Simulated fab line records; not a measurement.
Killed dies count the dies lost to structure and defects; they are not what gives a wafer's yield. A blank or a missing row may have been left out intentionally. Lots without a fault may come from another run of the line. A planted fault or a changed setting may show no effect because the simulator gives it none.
fab line records :: flow sky130
record:
  lots: 5
  wafers: 14
  lastDay: 50
route steps=708 shown METAL5@680 PASSIVATION@681 PAD_OPEN@694
lots with no fault: from the same line, run without faults
startH: hours from the record's opening day to when the first of the lot's shown wafers began :: waitH: hours elapsed since this lot's preceding step :: " the same as in the row above :: L1.1+2: a row that stands for several wafers :: - either no value or no given start :: * or withheld: withheld :: < > ~ a bound
route shown NAME@n: a module of which the file shows steps, and the number in the route of the first :: usual: the fault-free wafers' mean and standard deviation :: same: alike in all rows :: chamber/n: place in a boat :: sites: the reading at each site :: _std_site: how widely they spread, as a standard deviation :: _edge_site: outer sites' mean less inner sites' :: radiusMm: how far each site lies from the wafer's centre :: mask NAME#n: copy n :: behind: the last tool/chamber to shape the wafer :: hold: the reason the lot was held/the length of the hold in hours/how it ended :: device: the transistor (n, p or np) that didn't switch :: end of line: the tests these same wafers got at the end of their route :: a step with no rows: only its recipe :: killed: at the first sort, the dies lost to defects and structure; wafer yield is something else :: map: a wafer's dies, x killed, . not, _ none there
set.NAME: the setting as run; set.NAME@STEP: as run at that earlier step :: model.NAME: the simulator's own value behind a step, which no gauge read
lots at some steps of the route; a table a step, a row a wafer
services: when a tool's chamber went out of use (startH, in hours from the record's first day, below 0 if earlier), for how many hours, and the reason
== steps ==
step: SKY_METAL5_CLEAN_19
recipe:
  chemistry: O3/DIW
  dry: n2Spin
step: SKY_PASSIVATION_CVD_00
recipe:
  material: SiO2
  targetThkNm: 90
  tempC: 400
  timeS: withheld
  rfW: 600
usual:
  heaterPowerW: 643/98
lot.wafer: L873.2
tool: pecvd-01
chamber: 2
startH: 1040.95
waitH: 0.0
heaterPowerW: 734

lot.wafer: L873.3
tool: pecvd-01
chamber: 0
startH: 1040.95
waitH: 0.0
heaterPowerW: 618

lot.wafer: L873.6
tool: pecvd-01
chamber: 0
startH: 1040.95
waitH: 0.0
heaterPowerW: 602

lot.wafer: L883.1
tool: pecvd-01
chamber: 0
startH: 1099.10
waitH: 0.0
heaterPowerW: 581

lot.wafer: L883.5
tool: pecvd-01
chamber: 1
startH: 1099.10
waitH: 0.0
heaterPowerW: 665

lot.wafer: L883.6
tool: pecvd-01
chamber: 0
startH: 1099.10
waitH: 0.0
heaterPowerW: 568

lot.wafer: L891.3
tool: pecvd-01
chamber: 0
startH: 1142.74
waitH: 0.0
heaterPowerW: 530

lot.wafer: L891.6
tool: pecvd-01
chamber: 2
startH: 1142.74
waitH: 0.0
heaterPowerW: 722

lot.wafer: L892.2
tool: pecvd-03
chamber: 0
startH: 1151.37
waitH: 0.0
heaterPowerW: 781

lot.wafer: L892.5
tool: pecvd-03
chamber: 1
startH: 1151.37
waitH: 0.0
heaterPowerW: 602

lot.wafer: L892.6
tool: pecvd-03
chamber: 0
startH: 1151.37
waitH: 0.0
heaterPowerW: 789

lot.wafer: L894.2
tool: pecvd-02
chamber: 2
startH: 1160.15
waitH: 0.0
heaterPowerW: 545

lot.wafer: L894.3
tool: pecvd-02
chamber: 1
startH: 1160.15
waitH: 0.0
heaterPowerW: 630

lot.wafer: L894.5
tool: pecvd-02
chamber: 1
startH: 1160.15
waitH: 0.0
heaterPowerW: 636
step: SKY_PASSIVATION_THK_MEAS_01
recipe:
  reads: SiO2_of_PASSIVATION_CVD_00
usual:
  PASSIVATION_CVD_00_THK: 90.1/1
lot.wafer: L873.2
tool: filmMetro-03
chamber: -
startH: 1040.98
waitH: -
PASSIVATION_CVD_00_THK[nm]: 89.2

lot.wafer: L873.3
tool: filmMetro-03
chamber: -
startH: 1040.98
waitH: -
PASSIVATION_CVD_00_THK[nm]: 88.7

lot.wafer: L873.6
tool: filmMetro-03
chamber: -
startH: 1040.98
waitH: -
PASSIVATION_CVD_00_THK[nm]: 90.6

lot.wafer: L883.1
tool: filmMetro-03
chamber: -
startH: 1099.12
waitH: -
PASSIVATION_CVD_00_THK[nm]: 89.2

lot.wafer: L883.5
tool: filmMetro-03
chamber: -
startH: 1099.12
waitH: -
PASSIVATION_CVD_00_THK[nm]: 90.5

lot.wafer: L883.6
tool: filmMetro-03
chamber: -
startH: 1099.12
waitH: -
PASSIVATION_CVD_00_THK[nm]: 90.2

lot.wafer: L891.3
tool: filmMetro-01
chamber: -
startH: 1142.78
waitH: -
PASSIVATION_CVD_00_THK[nm]: 89.2

lot.wafer: L891.6
tool: filmMetro-01
chamber: -
startH: 1142.78
waitH: -
PASSIVATION_CVD_00_THK[nm]: 91.8

lot.wafer: L892.2
tool: filmMetro-04
chamber: -
startH: 1151.41
waitH: -
PASSIVATION_CVD_00_THK[nm]: 89.2

lot.wafer: L892.5
tool: filmMetro-04
chamber: -
startH: 1151.41
waitH: -
PASSIVATION_CVD_00_THK[nm]: 90.7

lot.wafer: L892.6
tool: filmMetro-04
chamber: -
startH: 1151.41
waitH: -
PASSIVATION_CVD_00_THK[nm]: 90.3

lot.wafer: L894.2
tool: filmMetro-03
chamber: -
startH: 1160.18
waitH: -
PASSIVATION_CVD_00_THK[nm]: 89.1

lot.wafer: L894.3
tool: filmMetro-03
chamber: -
startH: 1160.18
waitH: -
PASSIVATION_CVD_00_THK[nm]: 88.2

lot.wafer: L894.5
tool: filmMetro-03
chamber: -
startH: 1160.18
waitH: -
PASSIVATION_CVD_00_THK[nm]: 90.3
step: SKY_PASSIVATION_CVD_02
recipe:
  material: Si3N4
  targetThkNm: 540
  tempC: 400
  timeS: withheld
  rfW: 450
usual:
  heaterPowerW: 699/98
lot.wafer: L873.2
tool: pecvd-02
chamber: 1
startH: 1041.03
waitH: 0.0
heaterPowerW: 790

lot.wafer: L873.3
tool: pecvd-02
chamber: 0
startH: 1041.03
waitH: 0.0
heaterPowerW: 739

lot.wafer: L873.6
tool: pecvd-02
chamber: 1
startH: 1041.03
waitH: 0.0
heaterPowerW: 663

lot.wafer: L883.1
tool: pecvd-03
chamber: 0
startH: 1099.18
waitH: 0.1
heaterPowerW: 843

lot.wafer: L883.5
tool: pecvd-03
chamber: 2
startH: 1099.18
waitH: 0.1
heaterPowerW: 565

lot.wafer: L883.6
tool: pecvd-03
chamber: 0
startH: 1099.18
waitH: 0.1
heaterPowerW: 838

lot.wafer: L891.3
tool: pecvd-02
chamber: 2
startH: 1142.82
waitH: 0.0
heaterPowerW: 530

lot.wafer: L891.6
tool: pecvd-02
chamber: 1
startH: 1142.82
waitH: 0.0
heaterPowerW: 734

lot.wafer: L892.2
tool: pecvd-01
chamber: 0
startH: 1151.46
waitH: 0.0
heaterPowerW: 544

lot.wafer: L892.5
tool: pecvd-01
chamber: 2
startH: 1151.46
waitH: 0.0
heaterPowerW: 669

lot.wafer: L892.6
tool: pecvd-01
chamber: 0
startH: 1151.46
waitH: 0.0
heaterPowerW: 573

lot.wafer: L894.2
tool: pecvd-03
chamber: 1
startH: 1160.23
waitH: 0.0
heaterPowerW: 658

lot.wafer: L894.3
tool: pecvd-03
chamber: 2
startH: 1160.23
waitH: 0.0
heaterPowerW: 656

lot.wafer: L894.5
tool: pecvd-03
chamber: 1
startH: 1160.23
waitH: 0.0
heaterPowerW: 534
step: SKY_PASSIVATION_THK_MEAS_03
recipe:
  reads: Si3N4_of_PASSIVATION_CVD_02
usual:
  PASSIVATION_CVD_02_THK: 541/6.7
lot.wafer: L873.2
tool: filmMetro-01
chamber: -
startH: 1041.38
waitH: -
PASSIVATION_CVD_02_THK[nm]: 538

lot.wafer: L873.3
tool: filmMetro-01
chamber: -
startH: 1041.38
waitH: -
PASSIVATION_CVD_02_THK[nm]: 543

lot.wafer: L873.6
tool: filmMetro-01
chamber: -
startH: 1041.38
waitH: -
PASSIVATION_CVD_02_THK[nm]: 542

lot.wafer: L883.1
tool: filmMetro-01
chamber: -
startH: 1099.41
waitH: -
PASSIVATION_CVD_02_THK[nm]: 542

lot.wafer: L883.5
tool: filmMetro-01
chamber: -
startH: 1099.41
waitH: -
PASSIVATION_CVD_02_THK[nm]: 542

lot.wafer: L883.6
tool: filmMetro-01
chamber: -
startH: 1099.41
waitH: -
PASSIVATION_CVD_02_THK[nm]: 545

lot.wafer: L891.3
tool: filmMetro-03
chamber: -
startH: 1143.07
waitH: -
PASSIVATION_CVD_02_THK[nm]: 544

lot.wafer: L891.6
tool: filmMetro-03
chamber: -
startH: 1143.07
waitH: -
PASSIVATION_CVD_02_THK[nm]: 540

lot.wafer: L892.2
tool: filmMetro-01
chamber: -
startH: 1151.70
waitH: -
PASSIVATION_CVD_02_THK[nm]: 541

lot.wafer: L892.5
tool: filmMetro-01
chamber: -
startH: 1151.70
waitH: -
PASSIVATION_CVD_02_THK[nm]: 550

lot.wafer: L892.6
tool: filmMetro-01
chamber: -
startH: 1151.70
waitH: -
PASSIVATION_CVD_02_THK[nm]: 543

lot.wafer: L894.2
tool: filmMetro-04
chamber: -
startH: 1160.47
waitH: -
PASSIVATION_CVD_02_THK[nm]: 551

lot.wafer: L894.3
tool: filmMetro-04
chamber: -
startH: 1160.47
waitH: -
PASSIVATION_CVD_02_THK[nm]: 536

lot.wafer: L894.5
tool: filmMetro-04
chamber: -
startH: 1160.47
waitH: -
PASSIVATION_CVD_02_THK[nm]: 556
step: SKY_PASSIVATION_DEHYDRATE_04
recipe:
  tempC: 200
  timeS: 60
step: SKY_PASSIVATION_HMDS_05
recipe:
  primeTimeS: 60
  primeTempC: 120
step: SKY_PASSIVATION_COAT_06
recipe:
  spinRpm: 2000
  resistThkNm: 3000
step: SKY_PASSIVATION_SOFTBAKE_07
recipe:
  tempC: 110
  timeS: withheld
step: SKY_PASSIVATION_EXPOSE_08
recipe:
  maskId: NSM
  targetCdNm: 3000
  na: 0.57
  doseMj: 260
step: SKY_PASSIVATION_PEB_09
recipe:
  tempC: 115
  timeS: withheld
step: SKY_PASSIVATION_DEVELOP_10
recipe:
  developTimeS: 60
  devTempC: 23
step: SKY_PASSIVATION_ETCH_11
recipe:
  chemistry: CF4/O2
  targetDepthNm: 725
  stopOn: AlCu
  sourceW: 800
  biasW: 150
  pressureMtorr: 150
  cf4FlowSccm: 80
  O2_flow_sccm: 10
  timeS: 161.1
usual:
  cf4FlowSccm: 79.99/0.22
  chamberPressureMTorr: 150.00/0.14
  drypumpMotorCurrentA: 5.8/0.46
  oesProductAu: 0.979/0.0064
  throttleValvePct: 5.964/0.0093
lot.wafer: L873.2
tool: rieDiel-02
chamber: 0
startH: 1063.03
waitH: -
cf4FlowSccm: 80.15
chamberPressureMTorr: 149.75
drypumpMotorCurrentA: 6.0
oesProductAu: 0.980
rfHoursCounterH: 10
throttleValvePct: 5.962
model.coat_of_PASSIVATION_COAT_06.thkNm: 2530

lot.wafer: L873.3
tool: rieDiel-02
chamber: 1
startH: 1063.03
waitH: -
cf4FlowSccm: 79.53
chamberPressureMTorr: 149.87
drypumpMotorCurrentA: 5.2
oesProductAu: 0.978
rfHoursCounterH: 13
throttleValvePct: 5.963
model.coat_of_PASSIVATION_COAT_06.thkNm: 2528

lot.wafer: L873.6
tool: rieDiel-02
chamber: 0
startH: 1063.03
waitH: -
cf4FlowSccm: 79.90
chamberPressureMTorr: 150.05
drypumpMotorCurrentA: 6.0
oesProductAu: 0.987
rfHoursCounterH: -
throttleValvePct: 5.980
model.coat_of_PASSIVATION_COAT_06.thkNm: 2539

lot.wafer: L883.1
tool: rieDiel-01
chamber: 0
startH: 1118.82
waitH: -
cf4FlowSccm: 80.33
chamberPressureMTorr: 149.85
drypumpMotorCurrentA: 6.2
oesProductAu: 0.970
rfHoursCounterH: 7
throttleValvePct: 5.960
model.coat_of_PASSIVATION_COAT_06.thkNm: 2517

lot.wafer: L883.5
tool: rieDiel-01
chamber: 0
startH: 1118.82
waitH: -
cf4FlowSccm: 79.91
chamberPressureMTorr: 149.83
drypumpMotorCurrentA: 6.2
oesProductAu: 0.980
rfHoursCounterH: -
throttleValvePct: 5.955
model.coat_of_PASSIVATION_COAT_06.thkNm: 2520

lot.wafer: L883.6
tool: rieDiel-01
chamber: 2
startH: 1118.82
waitH: -
cf4FlowSccm: 79.77
chamberPressureMTorr: 150.01
drypumpMotorCurrentA: 6.2
oesProductAu: 0.976
rfHoursCounterH: -
throttleValvePct: 5.957
model.coat_of_PASSIVATION_COAT_06.thkNm: 2531

lot.wafer: L891.3
tool: rieDiel-01
chamber: 1
startH: 1160.87
waitH: -
cf4FlowSccm: 79.95
chamberPressureMTorr: 149.99
drypumpMotorCurrentA: 5.4
oesProductAu: 0.980
rfHoursCounterH: 20
throttleValvePct: 5.971
model.coat_of_PASSIVATION_COAT_06.thkNm: 2350

lot.wafer: L891.6
tool: rieDiel-01
chamber: 3
startH: 1160.87
waitH: -
cf4FlowSccm: 80.12
chamberPressureMTorr: 150.06
drypumpMotorCurrentA: 6.4
oesProductAu: 0.973
rfHoursCounterH: -
throttleValvePct: 5.962
model.coat_of_PASSIVATION_COAT_06.thkNm: 2535

lot.wafer: L892.2
tool: rieDiel-03
chamber: 0
startH: 1168.38
waitH: -
cf4FlowSccm: 79.74
chamberPressureMTorr: 149.93
drypumpMotorCurrentA: 4.8
oesProductAu: 0.977
rfHoursCounterH: 6
throttleValvePct: 5.955
model.coat_of_PASSIVATION_COAT_06.thkNm: 2518

lot.wafer: L892.5
tool: rieDiel-03
chamber: 2
startH: 1168.38
waitH: -
cf4FlowSccm: 79.90
chamberPressureMTorr: 149.77
drypumpMotorCurrentA: 5.9
oesProductAu: 0.979
rfHoursCounterH: -
throttleValvePct: 5.970
model.coat_of_PASSIVATION_COAT_06.thkNm: 2515

lot.wafer: L892.6
tool: rieDiel-03
chamber: 3
startH: 1168.38
waitH: -
cf4FlowSccm: 79.76
chamberPressureMTorr: 149.84
drypumpMotorCurrentA: 5.9
oesProductAu: 0.981
rfHoursCounterH: -
throttleValvePct: 5.979
model.coat_of_PASSIVATION_COAT_06.thkNm: 2529

lot.wafer: L894.2
tool: rieDiel-03
chamber: 2
startH: 1177.12
waitH: -
cf4FlowSccm: 79.94
chamberPressureMTorr: 150.17
drypumpMotorCurrentA: 5.9
oesProductAu: 0.990
rfHoursCounterH: 16
throttleValvePct: 5.941
model.coat_of_PASSIVATION_COAT_06.thkNm: 2505

lot.wafer: L894.3
tool: rieDiel-03
chamber: 1
startH: 1177.12
waitH: -
cf4FlowSccm: 79.98
chamberPressureMTorr: 149.89
drypumpMotorCurrentA: 5.7
oesProductAu: 0.974
rfHoursCounterH: 25
throttleValvePct: 5.958
model.coat_of_PASSIVATION_COAT_06.thkNm: 2501

lot.wafer: L894.5
tool: rieDiel-03
chamber: 0
startH: 1177.12
waitH: -
cf4FlowSccm: 79.71
chamberPressureMTorr: 149.74
drypumpMotorCurrentA: 4.8
oesProductAu: 0.990
rfHoursCounterH: -
throttleValvePct: 5.972
model.coat_of_PASSIVATION_COAT_06.thkNm: 2508
step: SKY_PASSIVATION_STRIP_12
recipe:
  chemistry: O2/N2
  powerW: 1400
  pressureMtorr: 1500
  platenTempC: withheld
  overashFraction: 0.7
  o2FlowSccm: 3000
  n2FlowSccm: 300
usual:
  chamberPressureMTorr: 1500.1/1.5
  drypumpMotorCurrentA: 6.0/0.48
  o2FlowSccm: 3001/8.6
  oesProductAu: 0.662/0.0046
  stripTimeToEndpointS: 31.56/0.14
lot.wafer: L873.2
tool: plasmaAsher-02
chamber: 0
startH: 1063.14
waitH: 0.1
chamberPressureMTorr: 1500.8
drypumpMotorCurrentA: 5.6
o2FlowSccm: 3007
oesProductAu: 0.665
rfHoursCounterH: 33
stripTimeToEndpointS: 31.68

lot.wafer: L873.3
tool: plasmaAsher-02
chamber: 1
startH: 1063.14
waitH: 0.1
chamberPressureMTorr: 1498.8
drypumpMotorCurrentA: 5.4
o2FlowSccm: 3008
oesProductAu: 0.660
rfHoursCounterH: -
stripTimeToEndpointS: 31.66

lot.wafer: L873.6
tool: plasmaAsher-02
chamber: 1
startH: 1063.14
waitH: 0.1
chamberPressureMTorr: 1499.7
drypumpMotorCurrentA: 5.3
o2FlowSccm: 3008
oesProductAu: 0.657
rfHoursCounterH: -
stripTimeToEndpointS: 31.79

lot.wafer: L883.1
tool: plasmaAsher-01
chamber: 0
startH: 1118.92
waitH: 0.1
chamberPressureMTorr: 1500.9
drypumpMotorCurrentA: 6.6
o2FlowSccm: 2995
oesProductAu: 0.658
rfHoursCounterH: 67
stripTimeToEndpointS: 31.52

lot.wafer: L883.5
tool: plasmaAsher-01
chamber: 0
startH: 1118.92
waitH: 0.1
chamberPressureMTorr: 1502.4
drypumpMotorCurrentA: 6.6
o2FlowSccm: 2998
oesProductAu: 0.661
rfHoursCounterH: -
stripTimeToEndpointS: 31.57

lot.wafer: L883.6
tool: plasmaAsher-01
chamber: 1
startH: 1118.92
waitH: 0.1
chamberPressureMTorr: 1499.1
drypumpMotorCurrentA: 6.0
o2FlowSccm: 2984
oesProductAu: 0.657
rfHoursCounterH: -
stripTimeToEndpointS: 31.71

lot.wafer: L891.3
tool: plasmaAsher-02
chamber: 0
startH: 1161.01
waitH: 0.1
chamberPressureMTorr: 1500.5
drypumpMotorCurrentA: 5.6
o2FlowSccm: 3004
oesProductAu: 0.665
rfHoursCounterH: -
stripTimeToEndpointS: 29.60

lot.wafer: L891.6
tool: plasmaAsher-02
chamber: 1
startH: 1161.01
waitH: 0.1
chamberPressureMTorr: 1502.5
drypumpMotorCurrentA: 5.4
o2FlowSccm: 3005
oesProductAu: 0.664
rfHoursCounterH: -
stripTimeToEndpointS: 31.73

lot.wafer: L892.2
tool: plasmaAsher-01
chamber: 0
startH: 1168.49
waitH: 0.1
chamberPressureMTorr: 1498.4
drypumpMotorCurrentA: 6.6
o2FlowSccm: 3008
oesProductAu: 0.657
rfHoursCounterH: 72
stripTimeToEndpointS: 31.52

lot.wafer: L892.5
tool: plasmaAsher-01
chamber: 0
startH: 1168.49
waitH: 0.1
chamberPressureMTorr: 1500.6
drypumpMotorCurrentA: 6.6
o2FlowSccm: 2999
oesProductAu: 0.668
rfHoursCounterH: -
stripTimeToEndpointS: 31.51

lot.wafer: L892.6
tool: plasmaAsher-01
chamber: 1
startH: 1168.49
waitH: 0.1
chamberPressureMTorr: 1502.8
drypumpMotorCurrentA: 6.0
o2FlowSccm: 3007
oesProductAu: 0.656
rfHoursCounterH: -
stripTimeToEndpointS: 31.67

lot.wafer: L894.2
tool: plasmaAsher-01
chamber: 0
startH: 1177.23
waitH: 0.1
chamberPressureMTorr: 1499.8
drypumpMotorCurrentA: 6.6
o2FlowSccm: 2998
oesProductAu: 0.657
rfHoursCounterH: 73
stripTimeToEndpointS: 31.39

lot.wafer: L894.3
tool: plasmaAsher-01
chamber: 1
startH: 1177.23
waitH: 0.1
chamberPressureMTorr: 1499.3
drypumpMotorCurrentA: 6.0
o2FlowSccm: 2990
oesProductAu: 0.662
rfHoursCounterH: -
stripTimeToEndpointS: 31.34

lot.wafer: L894.5
tool: plasmaAsher-01
chamber: 0
startH: 1177.23
waitH: 0.1
chamberPressureMTorr: 1500.0
drypumpMotorCurrentA: 6.6
o2FlowSccm: 2987
oesProductAu: 0.660
rfHoursCounterH: -
stripTimeToEndpointS: 31.44
step: SKY_PAD_OPEN_DEHYDRATE_00
recipe:
  tempC: 200
  timeS: 60
step: SKY_PAD_OPEN_PROBE_99
usual:
  defectLimitedYield: 82.8/2
  killed_at_M0_to_M3: 42/7.3
  killed_at_M4_up: 3.2/1.8
  killedAtContacts: 25/5.2
  killedAtFrontEnd: 15/4.6
  killedAtOther: 0.3/0.62
  killedDies: 85/9.9
  killedOnRim: 17/3.9
  killedOpen: 46/7.1
  killedShort: 38/5.7
  sort_bin_3_pad_short: 0.9/0.42
  sort_bin_5_function: 10.0/1.5
  sort_bin_6_memory: 6.3/1.2
  sortNPass: 407/9.9
  sortYieldPct: 82.8/2
same:
  grossDies: 492
  killedAtBackSide: 0
  sort_bin_4_leakage[%]: 0
  sort_bin_8_speed[%]: 0
lot.wafer: L883.1
tool: prober-01
chamber: -
startH: 1140.48
waitH: 0.1
defectLimitedYield[%]: 83.5
killed_at_M0_to_M3: 33
killed_at_M4_up: 6
killedAtContacts: 28
killedAtFrontEnd: 14
killedAtOther: 0
killedDies: 81
killedOnRim: 20
killedOpen: 49
killedShort: 32
sort_bin_3_pad_short[%]: 0.4
sort_bin_5_function[%]: 8.1
sort_bin_6_memory[%]: 7.9
sortNPass: 411
sortYieldPct[%]: 83.5

lot.wafer: L883.5
tool: prober-01
chamber: -
startH: 1140.68
waitH: 0.2
defectLimitedYield[%]: 80.7
killed_at_M0_to_M3: 41
killed_at_M4_up: 0
killedAtContacts: 33
killedAtFrontEnd: 20
killedAtOther: 1
killedDies: 95
killedOnRim: 19
killedOpen: 52
killedShort: 43
sort_bin_3_pad_short[%]: 0.4
sort_bin_5_function[%]: 14.0
sort_bin_6_memory[%]: 4.9
sortNPass: 397
sortYieldPct[%]: 80.7

lot.wafer: L883.6
tool: prober-01
chamber: -
startH: 1140.73
waitH: 0.2
defectLimitedYield[%]: 81.3
killed_at_M0_to_M3: 43
killed_at_M4_up: 2
killedAtContacts: 32
killedAtFrontEnd: 15
killedAtOther: 0
killedDies: 92
killedOnRim: 16
killedOpen: 49
killedShort: 43
sort_bin_3_pad_short[%]: 0.4
sort_bin_5_function[%]: 10.4
sort_bin_6_memory[%]: 7.9
sortNPass: 400
sortYieldPct[%]: 81.3

lot.wafer: L894.2
tool: prober-02
chamber: -
startH: 1195.69
waitH: 0.1
defectLimitedYield[%]: 81.5
killed_at_M0_to_M3: 52
killed_at_M4_up: 5
killedAtContacts: 28
killedAtFrontEnd: 6
killedAtOther: 0
killedDies: 91
killedOnRim: 15
killedOpen: 48
killedShort: 43
sort_bin_3_pad_short[%]: 1.8
sort_bin_5_function[%]: 10.0
sort_bin_6_memory[%]: 6.7
sortNPass: 401
sortYieldPct[%]: 81.5

lot.wafer: L894.3
tool: prober-02
chamber: -
startH: 1195.74
waitH: 0.2
defectLimitedYield[%]: 83.9
killed_at_M0_to_M3: 39
killed_at_M4_up: 3
killedAtContacts: 24
killedAtFrontEnd: 13
killedAtOther: 0
killedDies: 79
killedOnRim: 11
killedOpen: 47
killedShort: 32
sort_bin_3_pad_short[%]: 0.6
sort_bin_5_function[%]: 9.3
sort_bin_6_memory[%]: 6.1
sortNPass: 413
sortYieldPct[%]: 83.9

lot.wafer: L894.5
tool: prober-02
chamber: -
startH: 1195.84
waitH: 0.2
defectLimitedYield[%]: 83.3
killed_at_M0_to_M3: 33
killed_at_M4_up: 3
killedAtContacts: 26
killedAtFrontEnd: 19
killedAtOther: 1
killedDies: 82
killedOnRim: 16
killedOpen: 42
killedShort: 38
sort_bin_3_pad_short[%]: 0.6
sort_bin_5_function[%]: 10.4
sort_bin_6_memory[%]: 5.7
sortNPass: 410
sortYieldPct[%]: 83.3
killed by level:class
L883.1 CONTACT:geometricParticle:open=11 FIELD_ISO:geometricParticle:open=6 VIA1:geometricParticle:open=6 LI_CONTACT:geometricParticle:short=6 VIA2:geometricParticle:open=6 LI_CONTACT:geometricParticle:open=5 METAL2:geometricParticle:short=5 POLY_GATE:geometricParticle:short=3
L883.5 CONTACT:geometricParticle:open=12 LI_CONTACT:geometricParticle:open=8 VIA1:geometricParticle:open=7 VIA2:geometricParticle:open=7 METAL1:geometricParticle:short=6 VIA1:geometricParticle:short=6 FIELD_ISO:geometricParticle:open=5 LOCAL_INTERCONNECT:geometricParticle:short=5
L883.6 LI_CONTACT:geometricParticle:open=10 VIA1:geometricParticle:open=10 LOCAL_INTERCONNECT:geometricParticle:short=7 CONTACT:geometricParticle:open=7 VIA2:geometricParticle:open=6 VIA3:geometricParticle:open=6 VIA1:geometricParticle:short=5 METAL2:geometricParticle:short=5
L894.2 VIA1:geometricParticle:open=15 CONTACT:geometricParticle:open=10 LOCAL_INTERCONNECT:geometricParticle:short=8 VIA1:geometricParticle:short=7 VIA2:geometricParticle:open=7 METAL2:geometricParticle:short=5 LI_CONTACT:geometricParticle:open=4 VIA3:geometricParticle:short=4
L894.3 CONTACT:geometricParticle:open=10 LI_CONTACT:geometricParticle:open=8 VIA1:geometricParticle:short=7 VIA1:geometricParticle:open=6 VIA3:geometricParticle:open=5 VIA2:geometricParticle:open=5 FIELD_ISO:geometricParticle:open=4 METAL2:geometricParticle:short=4
L894.5 LI_CONTACT:geometricParticle:open=8 CONTACT:geometricParticle:open=6 VIA1:geometricParticle:open=6 VIA2:geometricParticle:open=6 FIELD_ISO:geometricParticle:short=5 CONTACT:geometricParticle:short=5 FIELD_ISO:geometricParticle:open=4 METAL3:geometricParticle:short=4
== services ==
tool: pecvd-01
chamber: -
startH: 1025.28
hours: 2.8
kind: pm

tool: rieDiel-03
chamber: 0
startH: 1032.71
hours: 12.4
kind: repair

tool: pecvd-02
chamber: -
startH: 1034.79
hours: 1.7
kind: repair

tool: pecvd-02
chamber: 2
startH: 1039.07
hours: 19.7
kind: repair

tool: rieDiel-02
chamber: 2
startH: 1045.87
hours: 7.2
kind: repair

tool: pecvd-01
chamber: 1
startH: 1057.17
hours: 5.5
kind: scheduledDown

tool: rieDiel-02
chamber: 2
startH: 1057.39
hours: 11.7
kind: repair

tool: pecvd-01
chamber: 0
startH: 1079.96
hours: 5.5
kind: scheduledDown

tool: pecvd-01
chamber: 1
startH: 1085.50
hours: 2.1
kind: scheduledDown

tool: rieDiel-03
chamber: -
startH: 1085.92
hours: 0.2
kind: repair

tool: rieDiel-02
chamber: 2
startH: 1091.50
hours: -
kind: clean

tool: rieDiel-02
chamber: 2
startH: 1091.50
hours: 16.6
kind: scheduledDown

tool: rieDiel-02
chamber: 2
startH: 1091.50
hours: 16.6
kind: ventCycle

tool: rieDiel-02
chamber: 0
startH: 1093.64
hours: 7.1
kind: repair

tool: rieDiel-02
chamber: -
startH: 1105.98
hours: 2.8
kind: pm

tool: rieDiel-01
chamber: 1
startH: 1110.49
hours: 9.9
kind: repair

tool: pecvd-02
chamber: -
startH: 1123.57
hours: 2.8
kind: pm

tool: pecvd-01
chamber: 1
startH: 1148.89
hours: 2.3
kind: repair

tool: pecvd-03
chamber: 2
startH: 1151.23
hours: 5.5
kind: scheduledDown

tool: pecvd-01
chamber: 2
startH: 1159.40
hours: 5.5
kind: scheduledDown
== key ==
firstSign:
  step: SKY_PASSIVATION_STRIP_12
  reading: stripTimeToEndpointS
  direction: down
  sigmas: 14
  usual: *
  struck: *
effect none on later readings
modelEffect:
  step: SKY_PASSIVATION_ETCH_11
  value: coat_of_PASSIVATION_COAT_06.thkNm
  without: 2541
  struck: 2350
metAt SKY_PASSIVATION_ETCH_11
struckWafers L891.3
onsetBetween 1118.82 1160.87
fault:
  kind: processParameterDrift
  tool: rieDiel-01
  chamber: -
  onsetH: 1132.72
  steps: SKY_PASSIVATION_ETCH_11
  channel: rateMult
  offset: 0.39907
  shape: step
  endH: 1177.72
  scope: struckWafersOnly
